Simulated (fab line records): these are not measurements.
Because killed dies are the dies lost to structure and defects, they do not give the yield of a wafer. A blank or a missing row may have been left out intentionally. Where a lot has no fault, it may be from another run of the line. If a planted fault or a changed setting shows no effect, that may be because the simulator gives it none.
fab line records | flow sky130 | part 2 of 2: steps 27 to 35 of 35
record: lots: 5 wafers: 15 last_day: 49
route steps=708 shown POLY_GATE@225 LDD_N@237 LDD_P@255
lots untouched by any fault: they come from a run of this same line in which no faults occurred
start_h: hours from the record's first day to the start of the lot's first wafer shown | wait_h: time in hours since the lot's previous step | " as in the row above | L1.1+2: a row that stands for several wafers | - value missing, or start not given | * or withheld: withheld | < > ~ a bound
route shown NAME@n: NAME is a module with steps in the file, n the number in the route of the first one | usual: mean and standard deviation over wafers with no fault | same: alike in all rows | chamber/n: place in a boat | sites: each site's reading | _std_site: how widely they spread, as a standard deviation | _edge_site: outer sites' mean less inner sites' | radius_mm: for every site, how far away it sits from the centre of the wafer | mask NAME#n: copy n | behind: the last tool/chamber to shape the wafer | hold: reason for holding the lot/hours on hold/outcome of the hold | device: the transistor (n, p or np) that didn't switch | end of line: the tests these same wafers got at the end of their route | where a step has no rows: the recipe by itself | killed: at the first sort, the dies lost to defects and structure; wafer yield is something else | map: a wafer's dies, marking killed ones x, the rest . and places with no die _
set.NAME: setting as actually run; set.NAME@STEP: the setting as run at that earlier step | model.NAME: the simulator's own value behind a step, which no gauge read
lots seen at some steps along the route; tables by step, rows by wafer
services: when a tool's chamber went out of use (start_h, in hours from the record's first day, below 0 if earlier), for how many hours, and the reason
== steps ==
step: SKY_LDD_N_IMPLANT_14
recipe: species: BF2 energy_kev: 50 dose_cm2: 5e+12 tilt_deg: 30 rotation_deg: 180
usual: faraday_current_uA: 28.3/0.58
columns lot.wafer tool chamber start_h wait_h faraday_current_uA
L075.1 implanter-04 0 409.87 0.1 27.4
L075.4 " 0 " " 28.0
L075.5 " 0 " " 27.7
L085.2 implanter-04 0 494.95 0.1 29.2
L085.5 " 0 " " 27.9
L085.6 " 0 " " 27.0
L084.1 implanter-02 0 496.76 0.1 28.4
L084.5 " 0 " " 27.1
L084.6 " 0 " " 28.1
L087.1 implanter-02 0 514.51 0.1 28.8
L087.3 " 0 " " 28.7
L087.4 " 0 " " 28.1
L092.2 implanter-01 0 565.69 0.1 28.6
L092.4 " 0 " " 27.5
L092.6 " 0 " " 28.9
step: SKY_LDD_N_IMPLANT_15
recipe: species: BF2 energy_kev: 50 dose_cm2: 5e+12 tilt_deg: 30 rotation_deg: 270
usual: faraday_current_uA: 28.2/0.65
columns lot.wafer tool chamber start_h wait_h faraday_current_uA
L075.1 implanter-04 0 410.02 0.1 27.8
L075.4 " 0 " " 28.0
L075.5 " 0 " " 28.2
L085.2 implanter-04 0 495.10 0.1 28.5
L085.5 " 0 " " 27.9
L085.6 " 0 " " 28.2
L084.1 implanter-02 0 496.91 0.1 28.6
L084.5 " 0 " " 28.6
L084.6 " 0 " " 27.4
L087.1 implanter-02 0 514.66 0.1 27.5
L087.3 " 0 " " 28.6
L087.4 " 0 " " 28.2
L092.2 implanter-01 0 565.84 0.1 27.8
L092.4 " 0 " " 28.3
L092.6 " 0 " " 28.5
step: SKY_LDD_N_STRIP_16
recipe: chemistry: O2/N2 power_w: 1400 pressure_mtorr: 1500 platen_temp_c: withheld o2_flow_sccm: 3000 n2_flow_sccm: 300 overash_fraction: 0.5
usual: drypump_motor_current_A: 5.6/0.41 n2_flow_sccm: 300.1/0.86 oes_product_au: 0.407/0.0052 strip_time_to_endpoint_s: 4.317/0.013
columns lot.wafer tool chamber start_h wait_h drypump_motor_current_A n2_flow_sccm oes_product_au rf_hours_counter_h strip_time_to_endpoint_s
L075.1 plasma_asher-04 0 410.17 0.1 6.1 300.2 0.398 72 4.307
L075.4 " 0 " " 6.1 298.5 0.406 - 4.280
L075.5 " 0 " " 6.1 300.0 0.413 - 4.285
L085.2 plasma_asher-03 0 495.22 0.1 5.5 299.4 0.406 65 4.335
L085.5 " 0 " " 5.5 300.4 0.399 - 4.340
L085.6 " 1 " " 5.7 299.9 0.412 - 4.336
L084.1 plasma_asher-03 0 497.06 0.1 5.6 301.8 0.399 65 4.325
L084.5 " 1 " " 5.8 300.9 0.413 - 4.302
L084.6 " 0 " " 5.5 301.6 0.411 - 4.314
L087.1 plasma_asher-01 0 514.81 0.1 4.8 300.7 0.409 9 4.309
L087.3 " 1 " " 5.3 300.5 0.410 - 4.329
L087.4 " 0 " " 4.8 299.9 0.410 - 4.334
L092.2 plasma_asher-04 0 565.97 0.1 6.1 299.6 0.407 89 4.328
L092.4 " 1 " " 6.0 300.4 0.401 - 4.303
L092.6 " 0 " " 6.1 300.3 0.402 - 4.320
step: SKY_LDD_N_TW_MEAS_17
usual: LDD_N_TW: 2586/17
columns lot.wafer tool chamber start_h wait_h LDD_N_TW
L075.1 film_metro-04 - 410.27 0.1 2585
L075.4 " - " " 2582
L075.5 " - " " 2599
L085.2 film_metro-04 - 495.33 0.1 2596
L085.5 " - " " 2580
L085.6 " - " " 2603
L084.1 film_metro-03 - 497.16 0.1 2565
L084.5 " - " " 2599
L084.6 " - " " 2578
L087.1 film_metro-01 - 514.91 0.1 2607
L087.3 " - " " 2604
L087.4 " - " " 2609
L092.2 film_metro-03 - 566.08 0.1 2579
L092.4 " - " " 2572
L092.6 " - " " 2578
step: SKY_LDD_P_DEHYDRATE_00
recipe: temp_c: 200 time_s: 60
usual: heater_power_total_W: 160.41/0.12 plate_temp_C: 199.96/0.16
columns lot.wafer tool chamber start_h wait_h heater_power_total_W plate_temp_C
L075.1 litho_track-03 0 425.23 15.0 160.38 200.29
L075.4 " 0 " " 160.37 199.97
L075.5 " 0 " " 160.36 200.05
L085.2 litho_track-01 0 509.80 14.5 160.64 199.96
L085.5 " 0 " " 160.47 199.88
L085.6 " 0 " " 160.57 199.99
L084.1 litho_track-04 0 511.26 14.1 160.45 200.05
L084.5 " 0 " " 160.52 199.94
L084.6 " 0 " " 160.31 199.92
L087.1 litho_track-04 0 529.76 14.8 160.34 200.03
L087.3 " 0 " " 160.15 200.13
L087.4 " 0 " " 160.32 199.89
L092.2 litho_track-03 0 579.91 13.8 160.44 200.01
L092.4 " 0 " " 160.50 200.03
L092.6 " 0 " " 160.57 199.96
step: SKY_LDD_P_HMDS_01
recipe: prime_time_s: 60 prime_temp_c: 120
columns lot.wafer tool chamber start_h wait_h
L075.1+4+5 litho_track-03 0 425.38 0.1
L085.2+5+6 litho_track-01 0 509.95 0.1
L084.1+5+6 litho_track-04 0 511.41 0.1
L087.1+3+4 litho_track-04 0 529.91 0.1
L092.2+4+6 litho_track-03 0 580.06 0.1
step: SKY_LDD_P_COAT_02
recipe: resist: NOVOLAK spin_rpm: 3000 resist_thk_nm: 1140
usual: dispense_pressure_kPa: 51.2/1.8
columns lot.wafer tool chamber start_h wait_h dispense_pressure_kPa
L075.1 litho_track-03 0 425.53 0.1 49.4
L075.4 " 0 " " 49.5
L075.5 " 0 " " 49.4
L085.2 litho_track-01 0 510.10 0.1 54.1
L085.5 " 0 " " 54.0
L085.6 " 0 " " 54.1
L084.1 litho_track-04 0 511.56 0.1 51.9
L084.5 " 0 " " 51.9
L084.6 " 0 " " 51.8
L087.1 litho_track-04 0 530.06 0.1 51.8
L087.3 " 0 " " 51.9
L087.4 " 0 " " 51.8
L092.2 litho_track-03 0 580.21 0.1 49.5
L092.4 " 0 " " 49.5
L092.6 " 0 " " 49.4
step: SKY_LDD_P_SOFTBAKE_03
recipe: temp_c: 90 time_s: 60 resist: NOVOLAK
usual: heater_power_total_W: 56.59/0.045 plate_temp_C: 90.03/0.13
columns lot.wafer tool chamber start_h wait_h heater_power_total_W plate_temp_C
L075.1 litho_track-03 0 425.68 0.1 56.57 90.03
L075.4 " 0 " " 56.48 90.09
L075.5 " 0 " " 56.63 90.10
L085.2 litho_track-01 0 510.25 0.1 56.57 90.21
L085.5 " 0 " " 56.64 89.96
L085.6 " 0 " " 56.58 90.28
L084.1 litho_track-04 0 511.71 0.1 56.54 90.01
L084.5 " 0 " " 56.61 90.07
L084.6 " 0 " " 56.59 90.32
L087.1 litho_track-04 0 530.21 0.1 56.55 89.93
L087.3 " 0 " " 56.55 89.93
L087.4 " 0 " " 56.63 90.06
L092.2 litho_track-03 0 580.36 0.1 56.57 90.08
L092.4 " 0 " " 56.58 90.11
L092.6 " 0 " " 56.67 90.06
step: SKY_LDD_P_EXPOSE_04
recipe: mask_id: PSDM na: 0.6 source_shape: conventional sigma_outer: 0.6 polarization: unpolarized target_cd_nm: 380 dose_mj: 138
usual: stage_vel_mm_s: 499.99/0.24
same: na: 0.6
columns lot.wafer tool chamber start_h wait_h mask stage_vel_mm_s
L075.1 iline_stepper-01 0 - - PSDM#0 499.83
L075.4 " 0 " " PSDM#0 500.06
L075.5 " 0 " " PSDM#0 499.98
L085.2 iline_stepper-02 0 - - PSDM#0 499.94
L085.5 " 0 " " PSDM#0 500.17
L085.6 " 0 " " PSDM#0 499.91
L084.1 iline_stepper-01 0 - - PSDM#0 500.43
L084.5 " 0 " " PSDM#0 500.18
L084.6 " 0 " " PSDM#0 499.83
L087.1 iline_stepper-02 0 - - PSDM#0 500.64
L087.3 " 0 " " PSDM#0 500.14
L087.4 " 0 " " PSDM#0 500.26
L092.2 iline_stepper-01 0 - - PSDM#0 499.77
L092.4 " 0 " " PSDM#0 499.97
L092.6 " 0 " " PSDM#0 499.77
== services ==
columns tool chamber start_h hours kind
rie_diel-01 0 356.44 1.8 repair
plasma_asher-03 - 361.68 6.0 repair
implanter-01 - 372.28 4.0 pm
rie_diel-03 2 378.16 7.5 repair
implanter-02 - 399.07 3.7 repair
furnace-02 - 409.20 3.4 pm
rie_si-01 3 440.90 2.6 repair
implanter-04 - 443.52 2.7 pm
plasma_asher-03 - 456.77 14.6 pm
rie_diel-03 1 462.33 10.2 repair
furnace-02 - 468.23 3.6 pm
rie_diel-03 3 474.51 3.1 repair
iline_stepper-02 - 476.72 14.7 repair
implanter-04 - 489.94 2.1 repair
implanter-04 - 490.38 3.5 repair
furnace-02 - 496.87 7.0 repair
iline_stepper-01 - 498.19 9.5 repair
iline_stepper-01 - 507.94 1.7 pm
iline_stepper-02 - 511.60 1.7 pm
rie_diel-04 3 511.64 5.1 repair
rie_diel-03 - 539.30 0.3 repair
implanter-04 - 542.72 5.9 pm
rie_si-01 - 558.98 2.8 pm
rie_diel-03 - 565.25 14.6 pm
